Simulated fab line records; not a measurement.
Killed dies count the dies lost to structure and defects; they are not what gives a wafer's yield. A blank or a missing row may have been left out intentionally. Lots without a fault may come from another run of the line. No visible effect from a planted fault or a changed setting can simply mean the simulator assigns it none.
Chamber matching / flow gf180mcu / 3 sister chambers for GF_PASSIVATION_CVD_00 on pecvd-04
The step deposits SiO2 from TEOS, target thk 1000 nm, time 111.95 s. 3 wafers are shown with their chamber, then 11 later ones without.

EACH WAFER AND ITS CHAMBER
wafer=L090.3; chamber=1; heater-power-w (W)=570
wafer=L090.4; chamber=2; heater-power-w (W)=826
wafer=L091.1; chamber=0; heater-power-w (W)=670

WAFERS WITH NO CHAMBER GIVEN
wafer=L091.2; heater-power-w (W)=930
wafer=L091.4; heater-power-w (W)=695
wafer=L092.2; heater-power-w (W)=692
wafer=L092.4; heater-power-w (W)=668
wafer=L092.6; heater-power-w (W)=558
wafer=L094.2; heater-power-w (W)=958
wafer=L094.4; heater-power-w (W)=1004
wafer=L094.5; heater-power-w (W)=584
wafer=L095.2; heater-power-w (W)=613
wafer=L095.4; heater-power-w (W)=668
wafer=L095.5; heater-power-w (W)=676

THE CHAMBER EACH PASSED THROUGH
wafer=L091.2; from the rows above=2; in truth=2
wafer=L091.4; from the rows above=can't be placed: 0 or 1 or 2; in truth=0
wafer=L092.2; from the rows above=can't be placed: 0 or 1 or 2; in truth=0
wafer=L092.4; from the rows above=can't be placed: 0 or 1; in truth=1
wafer=L092.6; from the rows above=can't be placed: 1 or 0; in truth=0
wafer=L094.2; from the rows above=2; in truth=2
wafer=L094.4; from the rows above=2; in truth=2
wafer=L094.5; from the rows above=can't be placed: 1 or 0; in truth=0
wafer=L095.2; from the rows above=can't be placed: 1 or 0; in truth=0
wafer=L095.4; from the rows above=can't be placed: 0 or 1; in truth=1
wafer=L095.5; from the rows above=can't be placed: 0 or 1 or 2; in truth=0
Placed correctly: 3 of 11. From these rows, 8 cannot be placed; in 8 the true chamber is one of the candidates. Placed wrongly: 0.
How it was worked out, from the rows above alone: a wafer's distance from a chamber is the root of the sum, over the readings, of the square of ((its reading less the chamber's mean) divided by the reading's scatter). If the next closest chamber is less than 2 further off than the closest, the wafer can't be placed; otherwise it belongs to the closest. A chamber's mean is the mean of its shown wafers. The scatter: with one shown wafer a chamber, the root of the mean of the squares of how far each hidden wafer lies from its nearest shown one.
